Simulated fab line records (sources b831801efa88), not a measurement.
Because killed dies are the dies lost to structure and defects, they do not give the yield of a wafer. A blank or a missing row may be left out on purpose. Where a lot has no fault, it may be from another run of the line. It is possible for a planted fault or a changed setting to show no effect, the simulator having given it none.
One fault seen from 2 desks | flow gf180mcu | what lay behind the numbers comes last; until then each desk has only its own

TOOL OWNER'S DESK, litho track-04
The tool's own readings at GF_V5_PEB_12 (peb time 90 s): means of the sampled wafers that have a number, for each lot that ran on this tool. The brackets show how far a lot's mean lies from the usual mean; more than 4 standard deviations puts the lot out of limits, marked OUT.
Columns: A = heater power total W at GF_V5_PEB_12, usual 85.70 W; B = plate temp C at GF_V5_PEB_12, usual 135.00 C; C = resist line temp C at GF_V5_PEB_12, usual 23.00 C
lot  | first seen here | A               | B                | C
L856 | day 26 23:59    | 85.62           | 135.03           | 22.92
L858 | day 27 20:29    | 85.72           | 135.10           | 23.05
L862 | day 28 23:17    | 85.71           | 135.05           | 23.03
L864 | day 29 16:44    | 85.71           | 135.02           | 23.07
L865 | day 30 04:35    | 85.74           | 135.01           | 22.94
L871 | day 31 17:17    | 81.07 (-52) OUT | 129.23 (-41) OUT | 22.91
L874 | day 32 10:44    | 81.06 (-52) OUT | 129.48 (-39) OUT | 22.86
This desk finds L871, L874 out of limits, L871 being first, at day 31 17:17 (heater power total W at GF_V5_PEB_12). In limits: L856, L858, L862, L864, L865.

AT THE METROLOGY DESK
What the gauges read for every lot (on any tool): the sampled wafers with a number, averaged. The brackets show how far a lot's mean lies from the usual mean; more than 4 standard deviations puts the lot out of limits, marked OUT.
Columns: A = CONTACT_BOW at GF_CONTACT_BOW_MEAS_05, usual 65 um; B = cd nm at GF_M2_CD_MEAS_14, usual 279.9 nm; C = cd nm at GF_V5_CD_MEAS_14, usual 259.9 nm
lot  | first seen here | A  | B     | C
L856 | day 15 01:20    | 66 | 279.6 | 260.6
L857 | day 15 13:01    | 68 | 279.2 | 261.3
L858 | day 15 22:08    | 65 | 279.8 | 258.3
L859 | day 16 04:45    | 57 | 280.6 | 257.5
L860 | day 16 12:58    | 65 | 279.3 | 259.3
L862 | day 17 06:33    | 66 | 279.3 | 259.3
L864 | day 18 03:22    | 71 | 279.8 | 258.8
L865 | day 18 16:07    | 61 | 279.0 | 259.6
L871 | day 20 18:10    | 61 | 280.1 | 241.0 (-17) OUT
L872 | day 20 20:10    | 65 | 280.4 | 259.6
L874 | day 21 16:58    | 61 | 280.5 | 239.8 (-18) OUT
L876 | day 22 05:14    | 65 | 278.5 | 258.5
This desk finds L871, L874 out of limits, L871 being first, at day 31 17:38 (cd nm at GF_V5_CD_MEAS_14). In limits: L856, L857, L858, L859, L860, L862, L864, L865, L872, L876.

PUT TOGETHER
On L871, L874, at day 31 17:17, an alarm was possible from the tool owner's desk.
An alarm was possible from the metrology desk at day 31 17:38, on L871, L874.
All the named lots went through GF_V5_PEB_12 on litho track-04.

WHAT THE SIMULATOR HAD INSERTED
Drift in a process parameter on litho track-04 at GF_V5_PEB_12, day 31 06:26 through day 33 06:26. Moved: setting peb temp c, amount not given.
Struck lots among those shown: L871, L874.
Fault start to first reading out of limits, in hours, per desk: tool owner, 11; metrology, 11.
